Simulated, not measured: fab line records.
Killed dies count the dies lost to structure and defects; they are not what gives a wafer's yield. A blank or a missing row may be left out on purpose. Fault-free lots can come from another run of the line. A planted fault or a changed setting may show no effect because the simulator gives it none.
One fault through the eyes of 2 desks | flow gf180mcu | each desk holds nothing but its own numbers, with what lay behind them at the end

## THE METROLOGY DESK
What the gauges read, lot by lot, whatever tool the lot ran on: means of the sampled wafers that have a number. A lot is out of limits, marked OUT, if its mean lies more than 4 standard deviations from the usual mean; the brackets give that distance.
Columns: A = CONTACT_W_RS at GF_CONTACT_RS_MEAS_25, usual 0.387 ohm/sq; B = CONTACT_W_THK at GF_CONTACT_THK_MEAS_26, usual 301 nm; C = cd_nm at GF_V1_CD_MEAS_14, usual 260.0 nm
lot  | first seen here | A                | B              | C
L379 | day 15 20:27    | 0.384            | 304            | 262.6
L381 | day 16 16:26    | 0.388            | 299            | 261.1
L382 | day 17 01:14    | 0.389            | 296            | 260.7
L383 | day 17 09:05    | 0.382            | 302            | 259.4
L386 | day 19 01:36    | 0.454 (+10) OUT  | 257 (-8.2) OUT | 259.6
L387 | day 19 08:13    | 0.443 (+8.7) OUT | 263 (-7.0) OUT | 260.6
L396 | day 22 15:25    | 0.375            | 310            | 258.2
L397 | day 22 15:28    | 0.391            | 294            | 260.9
L398 | day 22 22:11    | 0.388            | 299            | 260.9
L399 | day 23 04:35    | 0.392            | 297            | 262.2
L400 | day 23 13:07    | 0.385            | 302            | 259.1
L401 | day 23 20:10    | 0.389            | 299            | 262.4
L402 | day 24 05:25    | 0.374            | 311            | 260.1
This desk reports L386, L387 out of limits; the earliest was L386 at day 19 01:36 (CONTACT_W_RS at GF_CONTACT_RS_MEAS_25). Within limits: L379, L381, L382, L383, L396, L397, L398, L399, L400, L401, L402.

## THE TOOL OWNER'S DESK: cvd_w-01
The tool's own readings at GF_CONTACT_CVD_24 (deposits W, target thk 300 nm, time 90.339 s): means of the sampled wafers that have a number, for each lot that ran on this tool. A lot is out of limits, marked OUT, if its mean lies more than 4 standard deviations from the usual mean; the brackets give that distance.
Columns: A = heater_power_w at GF_CONTACT_CVD_24, usual 866 W; B = susceptor_temp_C at GF_CONTACT_CVD_24, usual 399.95 C
lot  | first seen here | A   | B
L379 | day 15 20:21    | 967 | 399.88
L381 | day 16 16:19    | 956 | 400.02
L382 | day 17 01:07    | 972 | 399.91
L383 | day 17 08:58    | 950 | 400.08
L386 | day 19 01:29    | 922 | 392.74 (-34) OUT
L387 | day 19 08:07    | 923 | 392.90 (-34) OUT
L397 | day 22 15:21    | 975 | 400.14
L398 | day 22 22:05    | 970 | 399.87
L399 | day 23 04:29    | 961 | 399.80
L400 | day 23 12:55    | 706 | 399.81
L401 | day 23 20:04    | 825 | 400.15
This desk's finding: out of limits on L386, L387; first on L386, day 19 01:29 (susceptor_temp_C at GF_CONTACT_CVD_24). Within limits: L379, L381, L382, L383, L397, L398, L399, L400, L401.

## BROUGHT TOGETHER
At day 19 01:29, on L386, L387, the tool owner's desk was in a position to raise an alarm.
On L386, L387, the metrology desk was in a position to raise an alarm at day 19 01:36.
Every lot named ran GF_CONTACT_CVD_24 on cvd_w-01.

## WHAT THE SIMULATOR PUT IN
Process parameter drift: cvd_w-01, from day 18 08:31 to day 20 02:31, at GF_CONTACT_CVD_24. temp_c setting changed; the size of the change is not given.
Shown lots that were struck: L386, L387.
Fault start to first reading out of limits, in hours, per desk: tool owner, 17; metrology, 17.
